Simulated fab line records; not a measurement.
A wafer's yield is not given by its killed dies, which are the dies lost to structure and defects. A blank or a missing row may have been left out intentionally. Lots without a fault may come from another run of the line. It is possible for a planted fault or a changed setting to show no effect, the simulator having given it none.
Which tool is to blame?	flow sky130	14 lots with 42 wafers sampled at 5 steps, on a route of 708 steps

## WHAT THE GAUGES SHOWED, per wafer
SKY_NWELL_OVL_MEAS_10.
lot	measured	on	NWELL_00_OVL (nm)
L812	day 4 17:37	overlay-01	-1.9 -1.4 -0.7
L813	day 5 00:08	overlay-01	0.8 -2.1 0.2
L815	day 5 12:38	overlay-01	0.2 0.3 -0.8
L821	day 6 16:43	overlay-01	-1.8 -2.0 -2.0
L822	day 6 21:34	overlay-01	-0.8 0.8 0.8
L823	day 7 01:31	overlay-02	-0.1 -1.4 -0.9
L824	day 7 06:46	overlay-01	2.0 0.1 0.8
L825	day 7 09:44	overlay-01	0.5 0.0 -2.4
L826	day 7 14:17	overlay-01	-0.4 0.7 1.2
L827	day 7 17:44	overlay-02	-1.1 0.2 -0.8
L828	day 7 20:32	overlay-01	1.4 0.6 2.3
L829	day 13 05:04	overlay-01	0.3 -1.7 -1.7
L830	day 13 05:05	overlay-02	-3.0 -1.9 -1.8
L833	day 13 06:26	overlay-01	-0.3 -1.4 -1.2

SKY_SONOS_TUNNEL_TW_MEAS_12.
lot	measured	on	SONOS_TUNNEL_TW
L812	day 9 15:07	film metro-02	196.3 196.1 194.9
L813	day 9 20:53	film metro-03	199.7 199.3 200.3
L815	day 10 09:08	film metro-02	195.3 194.5 193.9
L821	day 11 17:48	film metro-02	239.0 239.0 239.4
L822	day 12 02:53	film metro-02	196.8 196.6 197.6
L823	day 12 09:08	film metro-02	240.1 239.4 241.4
L824	day 12 16:11	film metro-04	197.1 197.1 196.4
L825	day 12 20:50	film metro-03	199.4 199.4 198.8
L826	day 13 05:03	film metro-03	199.5 198.8 198.8
L827	day 13 15:59	film metro-02	196.2 196.8 196.4
L828	day 13 18:11	film metro-03	199.5 199.9 199.5
L829	day 22 17:31	film metro-02	196.2 195.4 195.6
L830	day 22 17:31	film metro-03	200.1 199.2 199.0
L833	day 22 17:50	film metro-02	196.8 194.8 196.0

SKY_SONOS_ONO_OVL_MEAS_14.
lot	measured	on	SONOS_ONO_OVL (nm)
L812	day 10 13:25	overlay-01	-4.8 -3.6 -2.1
L813	day 10 20:52	overlay-02	-1.4 -3.3 -0.7
L815	day 11 07:53	overlay-02	-2.3 -0.8 0.7
L821	day 12 23:35	overlay-02	-1.5 -0.8 -2.1
L822	day 13 11:35	overlay-02	-0.9 1.0 1.3
L823	day 13 16:37	overlay-02	-2.1 -2.8 -2.9
L824	day 13 22:58	overlay-02	-0.2 -0.8 0.9
L825	day 14 01:17	overlay-02	-1.9 -2.0 -1.1
L826	day 14 10:53	overlay-02	-2.2 -3.8 -1.6
L827	day 15 03:32	overlay-02	0.2 -1.1 0.3
L828	day 15 04:31	overlay-02	-2.2 -2.1 -2.4
L829	day 24 02:05	overlay-02	0.3 -0.5 -2.7
L830	day 24 02:16	overlay-02	-0.1 1.1 -0.1
L833	day 24 03:17	overlay-01	-3.7 -1.8 0.7

SKY_GATE_OXIDE_TW_MEAS_14.
lot	measured	on	GATE_OXIDE_TW
L812	day 11 14:47	film metro-01	221.3 221.6 222.2
L813	day 12 01:30	film metro-01	220.2 220.2 219.9
L815	day 12 13:08	film metro-03	225.4 226.6 226.6
L821	day 14 05:37	film metro-02	223.6 222.2 222.5
L822	day 14 13:31	film metro-03	224.5 225.7 225.3
L823	day 14 20:07	film metro-03	225.0 224.8 224.9
L824	day 15 02:33	film metro-02	222.3 221.4 221.7
L825	day 15 06:30	film metro-02	221.8 223.3 221.7
L826	day 15 16:21	film metro-01	221.5 222.3 221.3
L827	day 16 09:00	film metro-02	224.1 222.4 222.2
L828	day 16 10:53	film metro-02	223.1 223.0 223.8
L829	day 25 08:01	film metro-01	222.4 222.4 222.4
L830	day 25 08:26	film metro-02	222.9 220.8 222.6
L833	day 25 09:56	film metro-01	222.9 220.8 222.4

## WHICH TOOL RAN EACH LOT (tool, then ch and the chambers of the sampled wafers, then the start)
lot	SKY_SONOS_TUNNEL_IMPLANT_09
L812	implanter-03 ch 0, day 9 14:42
L813	implanter-02 ch 0, day 9 20:28
L815	implanter-02 ch 0, day 10 08:44
L821	implanter-02 ch 0, day 11 17:04
L822	implanter-02 ch 0, day 12 02:28
L823	implanter-02 ch 0, day 12 08:23
L824	implanter-01 ch 0, day 12 15:44
L825	implanter-01 ch 0, day 12 20:23
L826	implanter-01 ch 0, day 13 04:37
L827	implanter-01 ch 0, day 13 15:34
L828	implanter-03 ch 0, day 13 17:46
L829	implanter-01 ch 0, day 22 16:56
L830	implanter-02 ch 0, day 22 17:07
L833	implanter-02 ch 0, day 22 17:25
- SKY_SONOS_TUNNEL_IMPLANT_09

## WHAT THE TOOLS THEMSELVES READ (means of the sampled wafers that have a number; where no wafer has one, the mark that the record gives instead)
The record holds no such reading with a usual standard deviation.

## THE ANSWER, worked out from the rows above alone
Rule: usual is defined by the lots themselves. Put in order of their means at a reading, lots are off if they are a third of the lots or fewer, leave a main group of 4 or more, and stand apart from it by a gap of 3 or more times the standard deviation of the main group's means; of several such gaps the widest counts. Not used: any main group whose means are identical at the precision the tables above print for the reading. Also off: a lot with no number at a reading for which 4 or more lots have one. The other lots that the step has rows for count as sound. The gauges are gone through in route order, then the tools' own readings, and for those a lot's mean is taken as printed above. At the first step where some lot is off, the reading lying furthest off is the one used; lots without a number count as furthest.
Off: L821, L823, seen at SKY_SONOS_TUNNEL_TW_MEAS_12 (SONOS_TUNNEL_TW). Main group: mean 197.4, sd 1.8.
If a tool, at a process step before that reading, ran all the lots that are off and no sound lot after the first of them, it fits. The gauges at SKY_SONOS_TUNNEL_TW_MEAS_12 are tried like those tools. No candidate that was tried fits.

## WHAT THE SIMULATOR HAD PUT IN
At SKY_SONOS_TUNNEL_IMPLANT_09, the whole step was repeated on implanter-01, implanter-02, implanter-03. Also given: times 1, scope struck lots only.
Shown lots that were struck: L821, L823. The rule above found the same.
